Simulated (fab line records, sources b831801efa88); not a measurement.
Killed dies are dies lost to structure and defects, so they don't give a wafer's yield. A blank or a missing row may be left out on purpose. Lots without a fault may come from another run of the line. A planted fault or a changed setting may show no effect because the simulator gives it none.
Which tool did it? | flow gf180mcu | 12 lots, 36 wafers sampled, at 3 steps of a route of 602

WHAT THE GAUGES READ, wafer by wafer
GF_V3_THK_MEAS_03.
lot  | measured     | on            | V3_CVD_02_THK (nm)
L075 | day 21 18:49 | film_metro-04 | 848 857 861
L077 | day 22 13:03 | film_metro-04 | 834 844 855
L079 | day 23 21:08 | film_metro-04 | 855 855 864
L081 | day 24 03:34 | film_metro-03 | 844 863 856
L083 | day 25 01:04 | film_metro-04 | 849 856 850
L085 | day 25 11:51 | film_metro-02 | 839 828 858
L087 | day 26 06:09 | film_metro-02 | 853 861 858
L089 | day 26 14:41 | film_metro-02 | 837 845 861
L091 | day 27 06:57 | film_metro-04 | 846 866 860
L093 | day 27 21:00 | film_metro-02 | 861 863 873
L095 | day 28 08:44 | film_metro-03 | 863 864 879
L097 | day 29 08:02 | film_metro-04 | 854 852 855

WHICH TOOL RAN EACH LOT (tool, then ch and the chambers of the sampled wafers, then the start)
lot  | GF_V1_ETCH_17                                 | GF_V1_STRIP_18
L075 | rie_diel-03 ch 1,2,3, day 18 11:11 or earlier | plasma_asher-02 ch 0,1, day 18 11:11
L077 | rie_diel-03 ch 0,3, day 19 07:45 or earlier   | plasma_asher-04 ch 0,1, day 19 07:45
L079 | rie_diel-03 ch 2,3, day 20 16:43 or earlier   | plasma_asher-02 ch 0,1, day 20 16:43
L081 | rie_diel-01 ch 2,3, day 21 00:49 or earlier   | plasma_asher-01 ch 0, day 21 00:49
L083 | rie_diel-01 ch 0,1,3, day 21 23:33 or earlier | plasma_asher-02 ch 0,1, day 21 23:33
L085 | rie_diel-03 ch 0,2, day 22 11:19 or earlier   | plasma_asher-04 ch 0,1, day 22 11:19
L087 | rie_diel-01 ch 0,3, day 23 07:05 or earlier   | plasma_asher-02 ch 0,1, day 23 07:05
L089 | rie_diel-04 ch 1,2,3, day 23 14:48 or earlier | plasma_asher-04 ch 0,1, day 23 14:48
L091 | rie_diel-03 ch 1,2,3, day 24 09:31 or earlier | plasma_asher-02 ch 0,1, day 24 09:31
L093 | rie_diel-03 ch 0,2,3, day 25 01:21 or earlier | plasma_asher-01 ch 0,1, day 25 01:21
L095 | rie_diel-04 ch 1,2, day 25 13:00 or earlier   | plasma_asher-02 ch 0,1, day 25 13:00
L097 | rie_diel-04 ch 1,2,3, day 26 14:22 or earlier | plasma_asher-01 ch 0,1, day 26 14:22
- GF_V1_ETCH_17: etches SiO2 in C4F8/O2/Ar, stops on TiN, target depth 630 nm.
- GF_V1_STRIP_18: strips in O2/N2.

THE ANSWER, worked out from the rows above alone
Rule: what is usual is taken from the lots themselves. Put in order of their means at a reading, lots are off if they are a third of the lots or fewer, leave a main group of 4 or more, and stand apart from it by a gap of 3 or more times the standard deviation of the main group's means; of several such gaps the widest counts. A main group whose means are all the same, to the digits that the tables above print for the reading, isn't used. A lot without any number at a reading at which 4 lots or more have one is off too. The other lots that the step has rows for count as sound.
No lot is off at any reading shown: from this, nothing can be told.

WHAT THE SIMULATOR HAD PUT IN
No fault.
